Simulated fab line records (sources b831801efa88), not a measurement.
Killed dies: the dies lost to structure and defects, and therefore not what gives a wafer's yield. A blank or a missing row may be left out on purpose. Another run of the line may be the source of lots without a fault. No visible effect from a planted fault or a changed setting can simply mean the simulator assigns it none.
Matching of chambers    flow sky130    4 sister chambers for SKY_VIA3_CMP_02 on cmp-01
The step polishes SiO2. 4 wafers are shown with their chamber, then 8 later ones without.

## WAFERS, EACH WITH ITS CHAMBER
wafer   chamber  motor current A (A)
L819.2  0        12.6
L819.4  1        12.4
L822.1  2        11.0
L832.1  3        11.9

## WAFERS WITH NO CHAMBER GIVEN
wafer   motor current A (A)
L832.3  11.0
L832.5  12.2
L833.2  12.5
L833.5  10.8
L833.6  11.8
L838.1  11.2
L838.2  13.0
L838.6  11.8

## CHAMBER TAKEN BY EACH
wafer   from the rows above           in truth
L832.3  2                             2
L832.5  can't be placed: 1 or 3 or 0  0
L833.2  can't be placed: 0 or 1       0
L833.5  2                             2
L833.6  3                             3
L838.1  2                             2
L838.2  can't be placed: 0 or 1       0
L838.6  3                             3
5 of 8 placed correctly. Cannot be placed on the basis of these rows: 3; the candidates contain the true chamber in 3. Number placed wrongly: 0.
How it was worked out, from the rows above alone: a wafer's distance from a chamber is the root of the sum, over the readings, of the square of ((its reading less the chamber's mean) divided by the reading's scatter). If the next closest chamber is less than 2 further off than the closest, the wafer can't be placed; otherwise it belongs to the closest. For every chamber, the mean is computed from those of its wafers that are shown. The scatter: root of mean squared gap, hidden wafer to nearest shown wafer, with one shown wafer a chamber.
